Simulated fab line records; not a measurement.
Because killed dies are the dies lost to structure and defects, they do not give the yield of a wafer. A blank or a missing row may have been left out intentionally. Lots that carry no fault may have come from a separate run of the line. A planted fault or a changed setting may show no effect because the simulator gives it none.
Which tool was responsible?	flow gf180mcu	Sampling: 6 lots, 18 wafers, 2 of 602 route steps

WHAT EACH GAUGE READ, for each wafer
GF_HV_LDD_TW_MEAS_23.
lot	measured	on	HV_LDD_2_TW
L348	day 11 02:23	film-metro-01	1051 1050 1050
L353	day 12 13:01	film-metro-01	1142 1147 1148
L358	day 14 06:34	film-metro-01	1049 1051 1051
L362	day 15 16:55	film-metro-03	1058 1057 1065
L364	day 16 19:14	film-metro-03	1046 1054 1055
L368	day 17 13:37	film-metro-03	1055 1062 1059

WHICH TOOL RAN EACH LOT (tool, then ch and the chambers of the sampled wafers, then the start)
lot	GF_HV_LDD_IMPLANT_21
L348	implanter-02 ch 0, day 11 02:09
L353	implanter-02 ch 0, day 12 12:48
L358	implanter-03 ch 0, day 14 06:19
L362	implanter-01 ch 0, day 15 16:40
L364	implanter-02 ch 0, day 16 19:00
L368	implanter-02 ch 0, day 17 13:22
- GF_HV_LDD_IMPLANT_21

THE ANSWER, worked out from the rows above alone
Rule: what is usual is taken from the lots themselves. The widest of any qualifying gaps counts: lots, ordered by their means at a reading, are off when they make up no more than a third of the lots, leave a main group of 4 or more, and stand apart from it by 3 or more times the standard deviation of that group's means. Not used: any main group whose means are identical at the precision the tables above print for the reading. A lot without any number at a reading at which 4 lots or more have one is off too. Any other lot the step has rows for is counted as sound.
Off: at GF_HV_LDD_TW_MEAS_23 (HV_LDD_2_TW), L353. The main group has a mean of 1054 with a standard deviation of 4.2.
A tool fits if, at a process step before that reading, it ran every lot that is off, and no sound lot after the first of them. Gauges at GF_HV_LDD_TW_MEAS_23: tried the same way as those tools. No candidate that was tried fits.

WHAT WAS PUT IN BY THE SIMULATOR
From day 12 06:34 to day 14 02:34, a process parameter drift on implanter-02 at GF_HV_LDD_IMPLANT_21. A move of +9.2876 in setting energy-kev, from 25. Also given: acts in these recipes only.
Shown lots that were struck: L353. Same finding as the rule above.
